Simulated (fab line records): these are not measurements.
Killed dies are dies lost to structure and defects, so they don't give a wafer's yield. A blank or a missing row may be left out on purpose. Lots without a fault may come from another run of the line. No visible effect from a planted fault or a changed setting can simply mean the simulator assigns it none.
Which of the tools did it? -- flow gf180mcu -- at 1 step of a route of 602, 12 lots with 36 wafers sampled

## WHAT THE GAUGES SHOWED, per wafer
GF_M1_CD_MEAS_14: the cd target is 230 nm. Usual: cd_nm reads 229.8 nm (standard deviation 1.4).
lot,measured,on,cd_nm (nm),flag
L402,day 17 05:34,cd_sem-02,228.9 229.0 229.6,
L403,day 18 01:38,cd_sem-01,228.4 228.8 229.1,
L404,day 18 11:08,cd_sem-01,230.4 228.7 230.8,
L405,day 18 15:31,cd_sem-02,231.2 230.1 231.2,
L407,day 19 12:53,cd_sem-02,227.2 228.4 227.2,
L409,day 20 02:10,cd_sem-01,228.0 228.2 227.7,
L408,day 20 04:38,cd_sem-02,230.4 229.8 229.9,
L410,day 20 07:29,cd_sem-01,229.7 230.1 229.8,
L411,day 21 01:21,cd_sem-01,226.7 227.9 226.9,
L413,day 21 17:47,cd_sem-02,230.6 229.5 230.8,
L416,day 22 19:24,cd_sem-02,232.2 232.0 231.8,
L418,day 23 05:29,cd_sem-01,230.6 227.8 230.1,

## TOOL THAT RAN EACH LOT (tool first, then ch and the chambers of the sampled wafers, then the start)
The record holds no process step before these readings.

## WHAT THE TOOLS THEMSELVES READ (means of the sampled wafers that have a number; where no wafer has one, the mark that the record gives instead)
The record holds no such reading with a usual standard deviation.

## THE ANSWER, worked out from the rows above alone
Rule: a lot counts as off when the mean over its wafers that have a number is more than 3 standard deviations away from the usual mean. A lot without any number at a reading at which 4 lots or more have one is off too. Any other lot the step has rows for is counted as sound. Order of review: gauges by route order, followed by the tools' own readings, for which a lot's mean as printed above is used. The first step at which some lot is off is used, and at that step the reading that is off furthest; a lot without a number counts as furthest.
Across all readings shown, no lot is off: no conclusion can be drawn from this.

## WHAT WAS PUT IN BY THE SIMULATOR
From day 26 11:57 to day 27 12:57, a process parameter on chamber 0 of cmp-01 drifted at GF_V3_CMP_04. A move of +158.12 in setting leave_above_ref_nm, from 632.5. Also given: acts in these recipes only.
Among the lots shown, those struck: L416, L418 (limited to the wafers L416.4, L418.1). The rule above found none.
